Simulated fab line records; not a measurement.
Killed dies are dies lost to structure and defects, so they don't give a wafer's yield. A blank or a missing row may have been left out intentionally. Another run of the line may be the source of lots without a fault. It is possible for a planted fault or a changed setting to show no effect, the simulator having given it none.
Which of the tools did it? -- flow gf180mcu -- Sampling: 13 lots, 39 wafers, 5 of 602 route steps

WHAT EACH GAUGE READ, for each wafer
GF_CONTACT_RS_MEAS_25: the measuring method here is four-point-probe. Usual: CONTACT_W_RS typically reads 0.386 ohm/sq, with standard deviation 0.0038.
lot,measured,on,CONTACT_W_RS (ohm/sq),flag
L229,day 16 10:40,film_metro-02,0.385 0.389 0.391,
L230,day 16 14:02,film_metro-03,0.389 0.389 0.391,
L231,day 16 23:34,film_metro-03,0.383 0.382 0.384,
L234,day 18 06:22,film_metro-02,0.376 0.383 0.381,
L235,day 18 16:21,film_metro-02,0.385 0.387 0.388,
L237,day 19 16:01,film_metro-02,0.394 0.384 0.388,
L238,day 19 20:26,film_metro-02,0.384 0.383 0.382,
L239,day 20 05:52,film_metro-04,0.380 0.382 0.387,
L244,day 21 16:10,film_metro-02,0.381 0.387 0.381,
L243,day 21 18:28,film_metro-03,0.387 0.392 0.390 0.388 0.393 0.390,
L248,day 22 15:55,film_metro-03,0.387 0.389 0.388 0.388 0.389 0.387,
L250,day 23 14:48,film_metro-03,0.383 0.387 0.385,
L251,day 23 19:46,film_metro-02,0.388 0.384 0.386,

GF_M1_RS_MEAS_05: the measuring method here is four-point-probe. Usual: M1_ALCU_RS typically reads 0.0697 ohm/sq, with standard deviation 0.00094.
lot,measured,on,M1_ALCU_RS (ohm/sq),flag
L229,day 16 11:22,film_metro-04,0.0692 0.0695 0.0679,
L230,day 16 14:44,film_metro-01,0.0689 0.0697 0.0695,
L231,day 17 00:16,film_metro-01,0.0696 0.0688 0.0697,
L234,day 18 07:04,film_metro-04,0.0701 0.0694 0.0701,
L235,day 18 17:03,film_metro-01,0.0709 0.0707 0.0707,
L237,day 19 16:43,film_metro-04,0.0702 0.0702 0.0692,
L238,day 19 21:08,film_metro-01,0.0688 0.0701 0.0700,
L239,day 20 06:34,film_metro-04,0.0698 0.0697 0.0703,
L244,day 21 16:52,film_metro-02,0.0698 0.0695 0.0683,
L243,day 21 21:54,film_metro-02,0.0715 0.0711 0.0711,
L248,day 22 16:55,film_metro-02,0.0690 0.0685 0.0692,
L250,day 23 15:30,film_metro-02,0.0683 0.0703 0.0689,
L251,day 23 20:28,film_metro-01,0.0681 0.0680 0.0680,

EACH LOT AND THE TOOL THAT RAN IT (in order: tool; ch and the chambers of the sampled wafers; start)
lot,GF_CONTACT_SPUTTER_22,GF_CONTACT_SPUTTER_23,GF_M1_SPUTTER_01
L229,"pvd_sputter-02, day 16 10:26","pvd_sputter-02, day 16 10:29","pvd_sputter-04, day 16 11:13"
L230,"pvd_sputter-02, day 16 13:46","pvd_sputter-02, day 16 13:50","pvd_sputter-04, day 16 14:33"
L231,"pvd_sputter-04, day 16 23:22","pvd_sputter-04, day 16 23:25","pvd_sputter-04, day 17 00:08"
L234,"pvd_sputter-04, day 18 06:10","pvd_sputter-04, day 18 06:14","pvd_sputter-04, day 18 06:57"
L235,"pvd_sputter-02, day 18 16:03","pvd_sputter-02, day 18 16:07","pvd_sputter-03, day 18 16:56"
L237,"pvd_sputter-04, day 19 15:47","pvd_sputter-04, day 19 15:52","pvd_sputter-03, day 19 16:34"
L238,"pvd_sputter-01, day 19 20:08","pvd_sputter-01, day 19 20:11","pvd_sputter-03, day 19 21:01"
L239,"pvd_sputter-04, day 20 05:40","pvd_sputter-04, day 20 05:43","pvd_sputter-03, day 20 06:26"
L244,"pvd_sputter-02, day 21 15:58","pvd_sputter-02, day 21 16:02","pvd_sputter-04, day 21 16:45"
L243,"pvd_sputter-04, day 21 18:10","pvd_sputter-04, day 21 18:14","pvd_sputter-03, day 21 21:41"
L248,"pvd_sputter-04, day 22 15:43","pvd_sputter-04, day 22 15:47","pvd_sputter-02, day 22 16:47"
L250,"pvd_sputter-01, day 23 14:36","pvd_sputter-01, day 23 14:40","pvd_sputter-04, day 23 15:23"
L251,"pvd_sputter-02, day 23 19:32","pvd_sputter-02, day 23 19:35","pvd_sputter-04, day 23 20:19"
- GF_CONTACT_SPUTTER_22: material Ti, target thk 15 nm, time 80.02 s.
- GF_CONTACT_SPUTTER_23: material TiN, target thk 10 nm, time 40 s.
- GF_M1_SPUTTER_01: material TiN, target thk 30 nm, time 25 s.

AS READ BY THE TOOLS THEMSELVES (means over the sampled wafers that have a number; for cases with no such wafer, the mark the record gives instead)
GF_CONTACT_SPUTTER_22. Usual: throttle_valve_pct reads 29.5 % (standard deviation 0.9).
lot,tool,throttle_valve_pct (%),flag
L229,pvd_sputter-02,29.3,
L230,pvd_sputter-02,29.6,
L231,pvd_sputter-04,30.1,
L234,pvd_sputter-04,30.1,
L235,pvd_sputter-02,29.6,
L237,pvd_sputter-04,28.9,
L238,pvd_sputter-01,29.6,
L239,pvd_sputter-04,30.0,
L244,pvd_sputter-02,28.7,
L243,pvd_sputter-04,29.4,
L248,pvd_sputter-04,29.3,
L250,pvd_sputter-01,29.9,
L251,pvd_sputter-02,29.6,

GF_CONTACT_SPUTTER_23. Usual: throttle_valve_pct reads 29.5 % (standard deviation 0.93).
lot,tool,throttle_valve_pct (%),flag
L229,pvd_sputter-02,29.6,
L230,pvd_sputter-02,29.5,
L231,pvd_sputter-04,30.2,
L234,pvd_sputter-04,30.1,
L235,pvd_sputter-02,29.4,
L237,pvd_sputter-04,28.7,
L238,pvd_sputter-01,29.7,
L239,pvd_sputter-04,30.0,
L244,pvd_sputter-02,28.7,
L243,pvd_sputter-04,29.3,
L248,pvd_sputter-04,29.2,
L250,pvd_sputter-01,29.8,
L251,pvd_sputter-02,29.6,

GF_M1_SPUTTER_01. Usual: throttle_valve_pct reads 29.9 % (standard deviation 1.3).
lot,tool,throttle_valve_pct (%),flag
L229,pvd_sputter-04,30.0,
L230,pvd_sputter-04,29.4,
L231,pvd_sputter-04,30.1,
L234,pvd_sputter-04,30.0,
L235,pvd_sputter-03,31.2,
L237,pvd_sputter-03,29.6,
L238,pvd_sputter-03,30.4,
L239,pvd_sputter-03,30.4,
L244,pvd_sputter-04,30.0,
L243,pvd_sputter-03,29.0,
L248,pvd_sputter-02,29.3,
L250,pvd_sputter-04,29.5,
L251,pvd_sputter-04,28.8,

THE ANSWER, worked out from the rows above alone
Rule: a lot counts as off when the mean over its wafers that have a number is more than 3 standard deviations away from the usual mean. Also off: a lot with no number at a reading for which 4 or more lots have one. All remaining lots with rows at the step are treated as sound. After the gauges, taken in route order, come the tools' own readings; for these a lot's mean is taken, as printed above. At the first step where some lot is off, the reading lying furthest off is the one used; lots without a number count as furthest.
None of the lots is off at any reading shown; this tells nothing.

WHAT HAD BEEN PUT IN BY THE SIMULATOR
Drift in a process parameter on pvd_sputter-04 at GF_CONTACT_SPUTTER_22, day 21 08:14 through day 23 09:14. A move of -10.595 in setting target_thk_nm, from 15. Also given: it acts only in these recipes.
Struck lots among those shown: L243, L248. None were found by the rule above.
